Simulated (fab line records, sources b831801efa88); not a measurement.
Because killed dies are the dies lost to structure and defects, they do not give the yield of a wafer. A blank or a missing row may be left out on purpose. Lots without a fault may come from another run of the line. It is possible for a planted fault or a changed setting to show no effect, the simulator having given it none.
The tool behind it: which one? :: flow sky130 :: Sampling: 12 lots, 36 wafers, 3 of 708 route steps

## WHAT EACH GAUGE READ, for each wafer
SKY_DNWELL_TW_MEAS_09. Usual: DNWELL_TW gives 1110 (standard deviation 7.8).
lot: L976
measured: day 3 05:38
on: film metro-04
DNWELL_TW: 1118 1119 1121
flag: 

lot: L977
measured: day 3 11:11
on: film metro-04
DNWELL_TW: 1118 1120 1125
flag: 

lot: L978
measured: day 3 12:29
on: film metro-02
DNWELL_TW: 1104 1109 1108
flag: 

lot: L979
measured: day 3 18:56
on: film metro-04
DNWELL_TW: 1123 1122 1123
flag: 

lot: L983
measured: day 4 23:07
on: film metro-04
DNWELL_TW: 1104 1104 1108
flag: 

lot: L985
measured: day 5 04:13
on: film metro-04
DNWELL_TW: 1122 1121 1121
flag: 

lot: L987
measured: day 5 15:26
on: film metro-04
DNWELL_TW: 1117 1120 1121
flag: 

lot: L988
measured: day 5 22:44
on: film metro-02
DNWELL_TW: 1109 1109 1109
flag: 

lot: L989
measured: day 6 02:25
on: film metro-02
DNWELL_TW: 1096 1098 1100
flag: 

lot: L995
measured: day 7 11:31
on: film metro-02
DNWELL_TW: 1103 1101 1101
flag: 

lot: L996
measured: day 7 16:25
on: film metro-03
DNWELL_TW: 1115 1113 1111
flag: 

lot: L999
measured: day 8 09:17
on: film metro-04
DNWELL_TW: 1107 1110 1112
flag: 

SKY_VT_ADJUST_PCH_OVL_MEAS_07. Usual: VT_ADJUST_PCH_OVL gives -0.6 nm (standard deviation 1.5).
lot: L976
measured: day 10 10:45
on: overlay-01
VT_ADJUST_PCH_OVL (nm): -0.3 -0.2 -1.0
flag: 

lot: L977
measured: day 10 18:26
on: overlay-02
VT_ADJUST_PCH_OVL (nm): -0.9 -3.3 -2.2
flag: 

lot: L978
measured: day 10 18:43
on: overlay-01
VT_ADJUST_PCH_OVL (nm): -1.0 -1.3 -0.9
flag: 

lot: L979
measured: day 11 04:49
on: overlay-02
VT_ADJUST_PCH_OVL (nm): 1.8 2.0 1.9
flag: 

lot: L983
measured: day 12 23:21
on: overlay-01
VT_ADJUST_PCH_OVL (nm): -1.8 -2.5 -1.0
flag: 

lot: L985
measured: day 13 05:52
on: overlay-01
VT_ADJUST_PCH_OVL (nm): 1.0 0.9 -0.2
flag: 

lot: L987
measured: day 13 21:46
on: overlay-01
VT_ADJUST_PCH_OVL (nm): -1.9 -2.1 -2.7
flag: 

lot: L988
measured: day 14 08:28
on: overlay-02
VT_ADJUST_PCH_OVL (nm): -1.2 -0.3 -1.7
flag: 

lot: L989
measured: day 14 15:37
on: overlay-01
VT_ADJUST_PCH_OVL (nm): -3.7 -1.3 0.1
flag: 

lot: L995
measured: day 16 12:52
on: overlay-01
VT_ADJUST_PCH_OVL (nm): -2.0 -2.8 0.6
flag: 

lot: L996
measured: day 16 18:25
on: overlay-01
VT_ADJUST_PCH_OVL (nm): -2.2 -2.0 -0.3
flag: 

lot: L999
measured: day 17 19:25
on: overlay-01
VT_ADJUST_PCH_OVL (nm): 1.3 1.9 0.3
flag: 

## EACH LOT AND THE TOOL THAT RAN IT (in order: tool; ch and the chambers of the sampled wafers; start)
lot: L976
SKY_NWELL_RTA_28: rtp anneal-02 ch 0, day 5 08:08

lot: L977
SKY_NWELL_RTA_28: rtp anneal-01 ch 0, day 5 14:34

lot: L978
SKY_NWELL_RTA_28: rtp anneal-02 ch 0, day 5 14:58

lot: L979
SKY_NWELL_RTA_28: rtp anneal-01 ch 0, day 5 21:51

lot: L983
SKY_NWELL_RTA_28: rtp anneal-01 ch 0, day 7 07:22

lot: L985
SKY_NWELL_RTA_28: rtp anneal-01 ch 0, day 7 14:05

lot: L987
SKY_NWELL_RTA_28: rtp anneal-01 ch 0, day 8 02:41

lot: L988
SKY_NWELL_RTA_28: rtp anneal-02 ch 0, day 8 10:28

lot: L989
SKY_NWELL_RTA_28: rtp anneal-01 ch 0, day 8 15:26

lot: L995
SKY_NWELL_RTA_28: rtp anneal-01 ch 0, day 10 02:49

lot: L996
SKY_NWELL_RTA_28: rtp anneal-02 ch 0, day 10 09:29

lot: L999
SKY_NWELL_RTA_28: rtp anneal-01 ch 0, day 11 03:37
- SKY_NWELL_RTA_28: time 30 s.

## WHAT THE TOOLS THEMSELVES READ (means of the sampled wafers that have a number; where no wafer has one, the mark that the record gives instead)
SKY_NWELL_RTA_28. Usual: lamp power pct 25.30 %, standard deviation 0.051; wafer_temp_C_max 1054.9, standard deviation 0.99.
lot: L976
tool: rtp anneal-02
lamp power pct (%): 25.31
wafer_temp_C_max: 1055.8
flag: 

lot: L977
tool: rtp anneal-01
lamp power pct (%): 25.29
wafer_temp_C_max: 1055.2
flag: 

lot: L978
tool: rtp anneal-02
lamp power pct (%): 25.28
wafer_temp_C_max: 1055.1
flag: 

lot: L979
tool: rtp anneal-01
lamp power pct (%): 25.30
wafer_temp_C_max: 1054.3
flag: 

lot: L983
tool: rtp anneal-01
lamp power pct (%): 25.31
wafer_temp_C_max: 1055.0
flag: 

lot: L985
tool: rtp anneal-01
lamp power pct (%): 25.32
wafer_temp_C_max: 1055.1
flag: 

lot: L987
tool: rtp anneal-01
lamp power pct (%): 25.34
wafer_temp_C_max: 1054.8
flag: 

lot: L988
tool: rtp anneal-02
lamp power pct (%): 25.33
wafer_temp_C_max: 1054.6
flag: 

lot: L989
tool: rtp anneal-01
lamp power pct (%): 25.24
wafer_temp_C_max: 1054.5
flag: 

lot: L995
tool: rtp anneal-01
lamp power pct (%): 25.32
wafer_temp_C_max: 1054.6
flag: 

lot: L996
tool: rtp anneal-02
lamp power pct (%): 25.29
wafer_temp_C_max: 1055.3
flag: 

lot: L999
tool: rtp anneal-01
lamp power pct (%): 25.33
wafer_temp_C_max: 1054.2
flag: 

## THE ANSWER, worked out from the rows above alone
Rule: take the mean of a lot's wafers that have a number; if it is more than 3 standard deviations from the usual mean, the lot is off. A lot without any number at a reading at which 4 lots or more have one is off too. Any other lot the step has rows for is counted as sound. After the gauges, taken in route order, come the tools' own readings; for these a lot's mean is taken, as printed above. At the first step where some lot is off, the reading lying furthest off is the one used; lots without a number count as furthest.
No lot is off at any reading shown: from this, nothing can be told.

## WHAT WAS PUT IN BY THE SIMULATOR
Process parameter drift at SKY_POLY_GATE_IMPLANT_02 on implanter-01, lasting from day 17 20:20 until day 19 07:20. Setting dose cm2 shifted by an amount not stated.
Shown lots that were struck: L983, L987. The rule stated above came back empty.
